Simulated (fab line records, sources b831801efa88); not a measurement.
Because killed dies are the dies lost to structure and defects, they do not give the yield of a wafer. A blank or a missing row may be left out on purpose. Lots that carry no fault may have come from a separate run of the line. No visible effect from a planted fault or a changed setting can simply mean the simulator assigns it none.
Matching of chambers / flow gf180mcu / 4 sister chambers for GF_V3_CMP_04 on cmp-01
The step polishes SiO2. 4 wafers are shown with their chamber, then 7 later ones without.

== EACH WAFER AND ITS CHAMBER ==
wafer=L579.3; chamber=3; motorCurrentA (A)=11.4
wafer=L579.5; chamber=0; motorCurrentA (A)=10.7
wafer=L580.1; chamber=2; motorCurrentA (A)=11.2
wafer=L580.2; chamber=1; motorCurrentA (A)=11.9

== WAFERS WHOSE CHAMBER IS MISSING ==
wafer=L580.5; motorCurrentA (A)=11.7
wafer=L586.2; motorCurrentA (A)=10.8
wafer=L586.5; motorCurrentA (A)=12.6
wafer=L586.6; motorCurrentA (A)=11.6
wafer=L587.1; motorCurrentA (A)=12.6
wafer=L587.2; motorCurrentA (A)=11.3
wafer=L587.5; motorCurrentA (A)=10.9

== CHAMBER TAKEN BY EACH ==
wafer=L580.5; from the rows above=can't be placed: 1 or 3 or 2 or 0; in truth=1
wafer=L586.2; from the rows above=can't be placed: 0 or 2 or 3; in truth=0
wafer=L586.5; from the rows above=can't be placed: 1 or 3 or 2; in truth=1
wafer=L586.6; from the rows above=can't be placed: 3 or 1 or 2 or 0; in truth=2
wafer=L587.1; from the rows above=can't be placed: 1 or 3 or 2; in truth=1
wafer=L587.2; from the rows above=can't be placed: 3 or 2 or 1 or 0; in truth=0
wafer=L587.5; from the rows above=can't be placed: 0 or 2 or 3 or 1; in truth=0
Placed correctly: 0 of 7. Cannot be placed on the basis of these rows: 7; the candidates contain the true chamber in 7. Wrongly placed: 0.
How it was worked out, from the rows above alone: a wafer's distance from a chamber is the root of the sum, over the readings, of the square of ((its reading less the chamber's mean) divided by the reading's scatter). If the next closest chamber is less than 2 further off than the closest, the wafer can't be placed; otherwise it belongs to the closest. For every chamber, the mean is computed from those of its wafers that are shown. The scatter (one wafer shown for each chamber): square how far every hidden wafer sits from the nearest shown wafer, average those squares and take the square root.
